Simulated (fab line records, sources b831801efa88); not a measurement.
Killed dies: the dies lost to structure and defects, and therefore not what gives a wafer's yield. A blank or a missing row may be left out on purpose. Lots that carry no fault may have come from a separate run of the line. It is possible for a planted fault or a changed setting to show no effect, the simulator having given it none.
fab line records	flow sky130
[record] lots = 6	wafers = 18	lastDay = 49
route steps=708 shown RES_XHIGH@339 SD_N@342 SD_P@359 PAD_OPEN@708
lots untouched by any fault: they come from a run of this same line in which no faults occurred
startH: hours from the record's opening day to when the first of the lot's shown wafers began	waitH: hours elapsed since this lot's preceding step	" identical to the entry in the row above	L1.1+2: one row covering several wafers at once	- no value, or no start was given	* or withheld: withheld	< > ~ a bound
route shown NAME@n: names a module that has steps shown in the file, with the first one's number in the route	usual: mean and standard deviation over wafers with no fault	same: alike in all rows	chamber/n: place in a boat	sites: each site's reading	_std_site: standard deviation of those values	_edge_site: outer sites' mean less inner sites'	radiusMm: how far each site lies from the wafer's centre	mask NAME#n: copy n	behind: the last tool/chamber to shape the wafer	hold: what put the lot on hold/how long, in hours/how the hold closed	device: the n, p or np transistor that did not switch	end of line: at the end of the route, the tests of the same wafers	a step given without rows: its recipe and nothing more	killed: count of dies lost to structure and defects at first sort (not the wafer's yield)	map: dies across one wafer; x = killed, . = not, _ = none there
set.NAME: the setting the step ran with; set.NAME@STEP: the setting that earlier step ran with	model.NAME: the simulator's own value behind a step, which no gauge read
lots seen at some steps along the route; tables by step, rows by wafer
services: when a tool's chamber went out of use (startH, in hours from the record's first day, below 0 if earlier), for how many hours, and the reason
[[steps]]
[step SKY_RES_XHIGH_IMPLANT_07]
[recipe] species = BF2	energyKev = 20	doseCm2 = 3.6e+14	tiltDeg = 0
[step SKY_RES_XHIGH_STRIP_08]
[recipe] chemistry = O2/N2	powerW = 1400	pressureMtorr = 1500	platenTempC = withheld	o2FlowSccm = 3000	n2FlowSccm = 300	overashFraction = 0.5
[usual] drypumpMotorCurrentA = 5.71/0.28	n2FlowSccm = 300.1/0.81	oesProductAu = 0.711/0.0043	stripTimeToEndpointS = 14.28/0.042
lot.wafer	tool	chamber	startH	waitH	drypumpMotorCurrentA	n2FlowSccm	oesProductAu	rfHoursCounterH	stripTimeToEndpointS
L739.1	plasmaAsher-02	0	628.82	0.1	5.52	300.4	0.712	14	14.27
L739.4	"	0	"	"	5.55	300.4	0.712	-	14.26
L739.5	"	1	"	"	5.58	299.7	0.710	-	14.26
L740.2	plasmaAsher-02	1	637.82	0.1	5.53	300.3	0.708	15	14.26
L740.3	"	0	"	"	5.53	300.3	0.712	-	14.30
L740.5	"	1	"	"	5.55	300.4	0.713	-	14.27
L752.1	plasmaAsher-01	1	742.19	0.1	5.88	298.9	0.709	65	14.32
L752.2	"	0	"	"	5.77	297.8	0.716	65	14.33
L752.3	"	1	"	"	5.89	300.4	0.706	-	14.26
L753.4	plasmaAsher-01	1	752.40	0.1	5.87	300.0	0.705	-	14.35
L753.5	"	1	"	"	5.89	300.1	0.706	-	14.30
L753.6	"	0	"	"	5.74	299.5	0.705	-	14.31
L755.1	plasmaAsher-03	1	764.94	0.1	6.47	299.4	0.708	2	14.29
L755.2	"	0	"	"	6.06	299.2	0.706	2	14.30
L755.6	"	0	"	"	6.08	300.1	0.711	-	14.30
L757.2	plasmaAsher-02	0	774.34	0.1	5.54	300.1	0.716	28	14.28
L757.3	"	0	"	"	5.51	301.4	0.714	-	14.30
L757.5	"	0	"	"	5.54	299.8	0.707	-	14.28
[step SKY_RES_XHIGH_TW_MEAS_09]
[usual] RES_XHIGH_TW = 1634/20
lot.wafer	tool	chamber	startH	waitH	RES_XHIGH_TW
L739.1	filmMetro-04	-	628.92	0.1	1653
L739.4	"	-	"	"	1651
L739.5	"	-	"	"	1648
L740.2	filmMetro-02	-	637.93	0.1	1604
L740.3	"	-	"	"	1611
L740.5	"	-	"	"	1609
L752.1	filmMetro-01	-	742.29	0.1	1650
L752.2	"	-	"	"	1647
L752.3	"	-	"	"	1644
L753.4	filmMetro-02	-	752.50	0.1	1598
L753.5	"	-	"	"	1612
L753.6	"	-	"	"	1610
L755.1	filmMetro-02	-	765.04	0.1	1611
L755.2	"	-	"	"	1606
L755.6	"	-	"	"	1608
L757.2	filmMetro-04	-	774.45	0.1	1648
L757.3	"	-	"	"	1647
L757.5	"	-	"	"	1659
[step SKY_SD_N_DEHYDRATE_00]
[recipe] tempC = 200	timeS = 60
[step SKY_SD_N_HMDS_01]
[recipe] primeTimeS = 60	primeTempC = 120
[step SKY_SD_N_COAT_02]
[recipe] resist = NOVOLAK	spinRpm = 3000	resistThkNm = 1140
[step SKY_SD_N_SOFTBAKE_03]
[recipe] tempC = 89.54	timeS = 60	resist = NOVOLAK
[step SKY_SD_N_EXPOSE_04]
[recipe] maskId = NSDM	na = 0.6	sourceShape = conventional	sigmaOuter = 0.6	polarization = unpolarized	targetCdNm = 380	doseMj = 141
[step SKY_SD_N_PEB_05]
[recipe] tempC = withheld	timeS = *	resist = NOVOLAK
[step SKY_SD_N_DEVELOP_06]
[recipe] resist = NOVOLAK	developer = TMAH	developTimeS = 60	devTempC = 23
[step SKY_SD_N_CD_MEAS_07]
[recipe] targetCdNm = 380
[usual] cdNm = 380.8/2
lot.wafer	tool	chamber	startH	waitH	cdNm
L739.1	cdSem-01	-	657.44	0.1	379.7
L739.4	"	-	"	"	377.4
L739.5	"	-	"	"	379.5
L740.2	cdSem-02	-	666.66	0.1	383.4
L740.3	"	-	"	"	384.6
L740.5	"	-	"	"	383.8
L752.1	cdSem-02	-	769.99	0.1	380.4
L752.2	"	-	"	"	378.3
L752.3	"	-	"	"	377.5
L753.4	cdSem-01	-	779.30	0.1	378.2
L753.5	"	-	"	"	377.9
L753.6	"	-	"	"	379.2
L755.1	cdSem-02	-	791.54	0.1	382.8
L755.2	"	-	"	"	382.8
L755.6	"	-	"	"	381.0
L757.2	cdSem-02	-	801.46	0.1	379.5
L757.3	"	-	"	"	378.4
L757.5	"	-	"	"	379.6
[step SKY_SD_N_OVL_MEAS_08]
[usual] SD_N_OVL = -0.1/1.7
lot.wafer	tool	chamber	startH	waitH	SD_N_OVL[nm]
L739.1	overlay-02	-	657.56	0.1	-1.5
L739.4	"	-	"	"	0.2
L739.5	"	-	"	"	-1.3
L740.2	overlay-01	-	666.77	0.1	-0.4
L740.3	"	-	"	"	-1.4
L740.5	"	-	"	"	-0.3
L752.1	overlay-01	-	770.11	0.1	0.5
L752.2	"	-	"	"	-0.8
L752.3	"	-	"	"	-1.6
L753.4	overlay-02	-	779.37	0.1	-4.1
L753.5	"	-	"	"	-3.5
L753.6	"	-	"	"	-3.4
L755.1	overlay-01	-	791.66	0.1	-1.7
L755.2	"	-	"	"	-0.8
L755.6	"	-	"	"	0.9
L757.2	overlay-01	-	801.56	0.1	-0.8
L757.3	"	-	"	"	0.2
L757.5	"	-	"	"	-0.4
[step SKY_SD_N_IMPLANT_09]
[recipe] species = As	energyKev = 50	doseCm2 = 4e+15	tiltDeg = 0
[usual] faradayCurrentUA = 12218/710
lot.wafer	tool	chamber	startH	waitH	faradayCurrentUA
L739.1	implanter-01	0	657.59	0.0	11508
L739.4	"	0	"	"	11476
L739.5	"	0	"	"	11484
L740.2	implanter-04	0	666.82	0.0	12759
L740.3	"	0	"	"	13111
L740.5	"	0	"	"	12510
L752.1	implanter-01	0	770.15	0.0	13709
L752.2	"	0	"	"	14511
L752.3	"	0	"	"	13927
L753.4	implanter-01	0	779.47	0.1	14509
L753.5	"	0	"	"	14667
L753.6	"	0	"	"	14472
L755.1	implanter-02	0	791.69	0.0	12792
L755.2	"	0	"	"	12674
L755.6	"	0	"	"	12975
L757.2	implanter-04	0	801.62	0.0	12041
L757.3	"	0	"	"	12955
L757.5	"	0	"	"	13057
[step SKY_SD_N_IMPLANT_10]
[recipe] species = P	energyKev = 20	doseCm2 = 1e+14	tiltDeg = 0
[step SKY_SD_N_STRIP_11]
[recipe] chemistry = O2/N2	powerW = 1400	pressureMtorr = 1500	platenTempC = withheld	o2FlowSccm = 3000	n2FlowSccm = 300	overashFraction = 0.5
[usual] drypumpMotorCurrentA = 5.44/0.27	n2FlowSccm = 299.9/0.92	oesProductAu = 0.528/0.0048	stripTimeToEndpointS = 22.57/0.046
lot.wafer	tool	chamber	startH	waitH	drypumpMotorCurrentA	n2FlowSccm	oesProductAu	rfHoursCounterH	stripTimeToEndpointS
L739.1	plasmaAsher-04	1	657.89	0.1	5.42	298.7	0.526	88	22.61
L739.4	"	0	"	"	5.00	300.1	0.531	-	22.60
L739.5	"	0	"	"	4.98	298.0	0.526	-	22.64
L740.2	plasmaAsher-02	1	667.10	0.1	5.55	300.8	0.530	16	22.59
L740.3	"	0	"	"	5.54	298.9	0.535	-	22.57
L740.5	"	0	"	"	5.53	298.4	0.529	-	22.59
L752.1	plasmaAsher-02	0	770.45	0.1	5.55	299.0	0.541	27	21.73
L752.2	"	1	"	"	5.58	299.6	0.539	27	21.77
L752.3	"	1	"	"	5.56	298.8	0.536	-	21.77
L753.4	plasmaAsher-02	1	779.73	0.1	5.56	300.1	0.543	-	21.75
L753.5	"	1	"	"	5.60	301.0	0.535	-	21.76
L753.6	"	0	"	"	5.57	300.0	0.547	-	21.78
L755.1	plasmaAsher-02	0	791.99	0.1	5.53	299.5	0.531	30	22.48
L755.2	"	1	"	"	5.57	298.2	0.516	30	22.54
L755.6	"	0	"	"	5.54	300.1	0.538	-	22.53
L757.2	plasmaAsher-04	0	801.89	0.1	4.98	299.1	0.528	103	22.58
L757.3	"	1	"	"	5.45	298.6	0.529	-	22.56
L757.5	"	1	"	"	5.43	299.3	0.530	-	22.60
[step SKY_SD_N_TW_MEAS_12]
[usual] SD_N_TW = 3975/55
lot.wafer	tool	chamber	startH	waitH	SD_N_TW
L739.1	filmMetro-04	-	657.99	0.1	4000
L739.4	"	-	"	"	3984
L739.5	"	-	"	"	3996
L740.2	filmMetro-02	-	667.21	0.1	3911
L740.3	"	-	"	"	3940
L740.5	"	-	"	"	3923
L752.1	filmMetro-04	-	770.55	0.1	3974
L752.2	"	-	"	"	3997
L752.3	"	-	"	"	4006
L753.4	filmMetro-01	-	779.82	0.1	4021
L753.5	"	-	"	"	4001
L753.6	"	-	"	"	4012
L755.1	filmMetro-02	-	792.09	0.1	3915
L755.2	"	-	"	"	3901
L755.6	"	-	"	"	3918
L757.2	filmMetro-02	-	802.00	0.1	3885
L757.3	"	-	"	"	3874
L757.5	"	-	"	"	3901
[step SKY_SD_N_CLEAN_13]
[recipe] chemistry = SC1/SC2	mix = 1:4:20	tempC = 70	timeS = 150	dry = n2Spin
[step SKY_SD_N_RTA_14]
[recipe] tempC = 1075	timeS = 2	idleTempC = 650	rampUpCPerS = 150	rampDownCPerS = 90	ambient = N2
[usual] chamberO2Ppm = 2.003/0.02	lampPowerPct = 15.74/0.044	wafer_temp_C_max = 1078.0/1.3
lot.wafer	tool	chamber	startH	waitH	chamberO2Ppm	lampPowerPct	wafer_temp_C_max
L739.1	rtpAnneal-01	0	658.10	0.0	2.024	15.75	1077.4
L739.4	"	0	"	"	2.026	15.75	1075.9
L739.5	"	0	"	"	1.979	15.80	1077.2
L740.2	rtpAnneal-02	0	667.32	0.0	1.978	15.69	1080.4
L740.3	"	0	"	"	1.995	15.68	1078.0
L740.5	"	0	"	"	1.980	15.74	1079.4
L752.1	rtpAnneal-02	0	770.66	0.0	2.009	15.77	1076.0
L752.2	"	0	"	"	2.039	15.80	1077.3
L752.3	"	0	"	"	2.023	15.75	1077.3
L753.4	rtpAnneal-01	0	779.96	0.1	1.996	15.69	1077.5
L753.5	"	0	"	"	1.991	15.66	1078.8
L753.6	"	0	"	"	1.994	15.70	1076.8
L755.1	rtpAnneal-02	0	792.20	0.0	1.998	15.79	1077.7
L755.2	"	0	"	"	1.996	15.65	1079.3
L755.6	"	0	"	"	1.993	15.76	1077.6
L757.2	rtpAnneal-01	0	802.11	0.0	1.976	15.74	1078.7
L757.3	"	0	"	"	1.997	15.69	1077.1
L757.5	"	0	"	"	1.994	15.74	1076.4
[step SKY_SD_N_RS_MEAS_16]
[recipe] thkMeasGauge = four-point-probe
[usual] SD_N_RS = 68.56/0.1
lot.wafer	tool	chamber	startH	waitH	SD_N_RS[ohm/sq]
L739.1	filmMetro-01	-	658.27	0.1	68.54
L739.4	"	-	"	"	68.58
L739.5	"	-	"	"	68.55
L740.2	filmMetro-01	-	667.51	0.1	68.52
L740.3	"	-	"	"	68.55
L740.5	"	-	"	"	68.39
L752.1	filmMetro-04	-	770.83	0.1	70.51
L752.2	"	-	"	"	70.56
L752.3	"	-	"	"	70.40
L753.4	filmMetro-01	-	780.19	0.1	70.35
L753.5	"	-	"	"	70.38
L753.6	"	-	"	"	70.51
L755.1	filmMetro-04	-	792.38	0.1	68.46
L755.2	"	-	"	"	68.46
L755.6	"	-	"	"	68.52
L757.2	filmMetro-01	-	802.30	0.1	68.66
L757.3	"	-	"	"	68.39
L757.5	"	-	"	"	68.77
[step SKY_SD_N_RS_MEAS_17]
[recipe] thkMeasGauge = four-point-probe
[usual] SD_P_RS = 147.0/0.33
lot.wafer	tool	chamber	startH	waitH	SD_P_RS[ohm/sq]
L739.1	filmMetro-01	-	658.39	0.1	147.1
L739.4	"	-	"	"	147.1
L739.5	"	-	"	"	147.3
L740.2	filmMetro-01	-	667.63	0.1	147.3
L740.3	"	-	"	"	146.7
L740.5	"	-	"	"	147.1
L752.1	filmMetro-04	-	770.95	0.1	146.9
L752.2	"	-	"	"	147.0
L752.3	"	-	"	"	146.4
L753.4	filmMetro-01	-	780.31	0.1	146.5
L753.5	"	-	"	"	146.6
L753.6	"	-	"	"	146.4
L755.1	filmMetro-04	-	792.50	0.1	147.0
L755.2	"	-	"	"	146.9
L755.6	"	-	"	"	146.6
L757.2	filmMetro-01	-	802.42	0.1	147.0
L757.3	"	-	"	"	146.6
L757.5	"	-	"	"	147.0
[step SKY_PAD_OPEN_PROBE_99]
[usual] killed_at_M0_to_M3 = 43/7.3	killed_at_M4_up = 3.1/1.8	killedAtContacts = 24/5.4	killedAtFrontEnd = 15/4.1	killedAtOther = 0.2/0.52	killedDies = 86/10	killedOpen = 47/7.3	killedShort = 39/6.4
[same] grossDies = 492	killedAtBackSide = 0
lot.wafer	tool	chamber	startH	waitH	killed_at_M0_to_M3	killed_at_M4_up	killedAtContacts	killedAtFrontEnd	killedAtOther	killedDies	killedOpen	killedShort	model.etest.resNdiff.lineOhmUm	model.etest.sonosUncharged.rOnOhmUm	model.etest.liconNdiff.rcOhm	model.etest.resNdiffHv.rsOhmSq	model.etest.resNdiff.rsOhmSq
L739.1	prober-01	-	1082.82	0.1	40	3	31	7	0	81	47	34	798	836.2	191	116.6	121.7
L739.4	prober-01	-	1082.97	0.2	44	4	24	11	0	83	50	33	788.1	831.3	185.3	116.5	122.8
L739.5	prober-01	-	1083.02	0.2	48	1	28	20	0	97	52	45	777.5	829.6	188.7	116.1	121.8
L740.2	prober-02	-	1092.16	0.1	52	2	23	11	0	88	51	37	753.6	806.2	187.1	112.9	117.7
L740.3	prober-02	-	1092.21	0.2	35	7	24	17	0	83	47	36	757.4	827	188.4	113.2	117.8
L740.5	prober-02	-	1092.31	0.2	53	6	28	22	0	109	62	47	759.4	831.9	185.4	112	118.8
L752.1	prober-02	-	1165.55	0.1	45	1	24	11	0	81	44	37	799.5	816.8	190.8	118.7	125
L752.2	prober-02	-	1165.60	0.1	43	4	15	12	0	74	39	35	783.5	826	192.5	117.8	123.8
L752.3	prober-02	-	1165.65	0.2	49	4	24	9	1	87	55	32	787.1	805.9	188.8	117.5	123.1
L753.4	prober-01	-	1168.87	0.2	34	3	19	15	0	71	39	32	804.2	834.1	189.6	119.5	125.7
L753.5	prober-01	-	1168.92	0.2	55	5	24	14	0	98	52	46	819.9	837.8	187.6	120.5	125.5
L753.6	prober-01	-	1168.97	0.2	43	2	25	11	1	82	47	35	801.8	842.6	187.1	119.7	126.6
L755.1	prober-02	-	1175.61	0.1	44	1	33	16	0	94	52	42	758.3	822	183.3	112.9	119.3
L755.2	prober-02	-	1175.66	0.1	53	2	21	14	0	90	53	37	768.7	821.3	171.9	112.7	118.5
L755.6	prober-02	-	1175.86	0.2	38	5	18	12	0	73	46	27	765.2	830.3	179.5	113	118.5
L757.2	prober-01	-	1185.18	0.1	40	0	19	14	0	73	40	33	753.6	797.7	186.4	115.9	121.2
L757.3	prober-01	-	1185.23	0.2	51	4	30	11	0	96	57	39	772.1	812.5	180.9	116	121
L757.5	prober-01	-	1185.33	0.2	45	4	22	13	0	84	40	44	767.5	812.9	183.6	115.9	121.7
// killed by level:class
L739.1 VIA1:geometricParticle:open=12 LI_CONTACT:geometricParticle:open=9 CONTACT:geometricParticle:short=8 CONTACT:geometricParticle:open=8 METAL1:geometricParticle:short=7 VIA2:geometricParticle:open=6 VIA3:geometricParticle:open=5 METAL2:geometricParticle:short=4
L739.4 VIA1:geometricParticle:open=10 VIA3:geometricParticle:open=9 LI_CONTACT:geometricParticle:open=8 CONTACT:geometricParticle:open=7 VIA2:geometricParticle:open=7 CONTACT:geometricParticle:short=6 METAL1:geometricParticle:short=5 METAL2:geometricParticle:short=5
L739.5 CONTACT:geometricParticle:open=12 LI_CONTACT:geometricParticle:open=10 METAL1:geometricParticle:short=8 METAL2:geometricParticle:short=7 VIA2:geometricParticle:open=7 VIA1:geometricParticle:open=7 FIELD_ISO:geometricParticle:open=4 SPACER:geometricParticle:short=4
L740.2 VIA1:geometricParticle:open=15 VIA3:geometricParticle:open=10 CONTACT:geometricParticle:open=9 LI_CONTACT:geometricParticle:open=7 VIA1:geometricParticle:short=6 METAL1:geometricParticle:short=4 VIA2:geometricParticle:open=4 VIA3:geometricParticle:short=4
L740.3 LI_CONTACT:geometricParticle:open=12 VIA1:geometricParticle:open=9 FIELD_ISO:geometricParticle:short=5 CONTACT:geometricParticle:short=5 VIA1:geometricParticle:short=5 VIA2:geometricParticle:short=5 POLY_GATE:geometricParticle:short=4 CONTACT:geometricParticle:open=4
L740.5 VIA1:geometricParticle:open=12 LI_CONTACT:geometricParticle:open=11 VIA2:geometricParticle:open=8 FIELD_ISO:geometricParticle:open=7 VIA3:geometricParticle:open=7 CONTACT:geometricParticle:open=7 LI_CONTACT:geometricParticle:short=5 POLY_GATE:geometricParticle:short=5
L752.1 VIA1:geometricParticle:open=13 CONTACT:geometricParticle:open=7 METAL1:geometricParticle:short=7 VIA3:geometricParticle:open=7 LI_CONTACT:geometricParticle:open=6 CONTACT:geometricParticle:short=5 METAL2:geometricParticle:short=5 POLY_GATE:geometricParticle:short=4
L752.2 METAL2:geometricParticle:short=10 CONTACT:geometricParticle:open=8 VIA1:geometricParticle:short=7 VIA2:geometricParticle:open=6 VIA1:geometricParticle:open=6 VIA3:geometricParticle:open=5 LI_CONTACT:geometricParticle:open=5 METAL4:geometricParticle:short=4
L752.3 CONTACT:geometricParticle:open=12 VIA1:geometricParticle:open=10 METAL2:geometricParticle:short=10 LI_CONTACT:geometricParticle:open=8 VIA1:geometricParticle:short=7 VIA2:geometricParticle:open=6 VIA3:geometricParticle:open=4 FIELD_ISO:geometricParticle:open=3
L753.4 CONTACT:geometricParticle:open=8 VIA2:geometricParticle:open=7 VIA1:geometricParticle:open=7 FIELD_ISO:geometricParticle:short=6 LI_CONTACT:geometricParticle:open=6 VIA1:geometricParticle:short=4 METAL2:geometricParticle:short=4 VIA3:geometricParticle:open=4
L753.5 VIA1:geometricParticle:open=13 CONTACT:geometricParticle:open=9 METAL1:geometricParticle:short=7 VIA1:geometricParticle:short=7 VIA3:geometricParticle:open=7 LI_CONTACT:geometricParticle:open=6 VIA3:geometricParticle:short=6 CONTACT:geometricParticle:short=5
L753.6 VIA1:geometricParticle:open=10 VIA2:geometricParticle:open=10 CONTACT:geometricParticle:open=6 LI_CONTACT:geometricParticle:open=5 LOCAL_INTERCONNECT:geometricParticle:short=5 CONTACT:geometricParticle:short=5 FIELD_ISO:geometricParticle:short=3 FIELD_ISO:geometricParticle:open=3
L755.1 CONTACT:geometricParticle:open=14 VIA3:geometricParticle:open=10 VIA1:geometricParticle:open=8 LI_CONTACT:geometricParticle:open=7 METAL2:geometricParticle:short=6 METAL1:geometricParticle:short=5 FIELD_ISO:geometricParticle:short=4 POLY_GATE:geometricParticle:open=4
L755.2 VIA1:geometricParticle:open=13 LI_CONTACT:geometricParticle:open=6 METAL1:geometricParticle:short=6 VIA1:geometricParticle:short=6 VIA2:geometricParticle:open=6 VIA3:geometricParticle:open=6 POLY_GATE:geometricParticle:open=5 CONTACT:geometricParticle:open=5
L755.6 VIA1:geometricParticle:open=12 CONTACT:geometricParticle:open=7 VIA3:geometricParticle:open=7 LOCAL_INTERCONNECT:geometricParticle:short=4 LI_CONTACT:geometricParticle:open=4 VIA2:geometricParticle:open=4 FIELD_ISO:geometricParticle:short=3 METAL1:geometricParticle:short=3
L757.2 VIA2:geometricParticle:open=11 VIA1:geometricParticle:open=10 FIELD_ISO:geometricParticle:open=6 LI_CONTACT:geometricParticle:open=5 LOCAL_INTERCONNECT:geometricParticle:short=5 VIA1:geometricParticle:short=5 METAL2:geometricParticle:short=5 METAL1:geometricParticle:short=4
L757.3 VIA3:geometricParticle:open=14 CONTACT:geometricParticle:open=11 LI_CONTACT:geometricParticle:open=8 VIA1:geometricParticle:open=8 VIA2:geometricParticle:open=8 METAL2:geometricParticle:short=7 CONTACT:geometricParticle:short=4 LOCAL_INTERCONNECT:geometricParticle:short=4
L757.5 METAL1:geometricParticle:short=8 METAL2:geometricParticle:short=8 LI_CONTACT:geometricParticle:open=7 VIA1:geometricParticle:open=7 VIA2:geometricParticle:open=6 CONTACT:geometricParticle:open=5 CONTACT:geometricParticle:short=5 FIELD_ISO:geometricParticle:short=4
[[services]]
tool	chamber	startH	hours	kind
implanter-01	-	608.40	0.9	repair
rtpAnneal-02	-	617.16	11.7	pm
plasmaAsher-03	-	621.64	1.5	repair
implanter-04	-	633.60	0.5	repair
implanter-02	-	635.71	6.2	repair
plasmaAsher-02	-	644.63	14.6	pm
plasmaAsher-01	-	657.68	0.9	repair
plasmaAsher-01	-	663.05	3.1	repair
implanter-01	-	664.03	2.6	pm
plasmaAsher-03	-	679.74	5.6	repair
plasmaAsher-01	-	688.58	8.7	repair
implanter-04	-	695.43	1.4	repair
implanter-04	-	705.12	2.2	repair
plasmaAsher-04	-	723.76	2.8	pm
plasmaAsher-03	-	733.75	9.0	pm
plasmaAsher-03	0	733.75	9.0	ventCycle
plasmaAsher-03	1	733.75	9.0	ventCycle
plasmaAsher-03	0	742.75	-	clean
implanter-02	-	760.93	1.7	repair
implanter-02	-	765.85	1.1	repair
plasmaAsher-03	-	768.92	2.3	repair
plasmaAsher-04	-	775.26	2.3	repair
plasmaAsher-01	-	776.04	47.9	pm
implanter-01	-	792.27	17.6	pm
[[key]]
[firstSign] step = SKY_SD_N_IMPLANT_09	reading = faradayCurrentUA	direction = up	sigmas = 2.9	usual = 12218	struck = 14299
[effect] step = SKY_SD_N_STRIP_11	reading = stripTimeToEndpointS	direction = down	sigmas = 18	usual = *	struck = *
[effect] step = SKY_SD_N_RS_MEAS_16	reading = SD_N_RS	direction = up	sigmas = 18	usual = 68.56	struck = 70.45
[modelEffect] step = SKY_PAD_OPEN_PROBE_99	value = etest.resNdiff.lineOhmUm	without = 760.5	struck = 799.3
metAt SKY_SD_N_IMPLANT_09
struckWafers L752.1,L752.2,L752.3,L753.4,L753.5,L753.6
testerLeftOut L752,L753
onsetBetween 657.59 770.15
[fault] kind = processParameterDrift	tool = implanter-01	chamber = -	onsetH = 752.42	steps = SKY_SD_N_IMPLANT_09	channel = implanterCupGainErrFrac	offset = 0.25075	shape = step	endH = 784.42
// testerLeftOut: of these lots the tester's yield and bins aren't shown, on N5 and GAA mostly nor the transistor test; their killed dies are dies lost to structure and defects alone, not to doping, threshold or leakage, so they don't give the yield
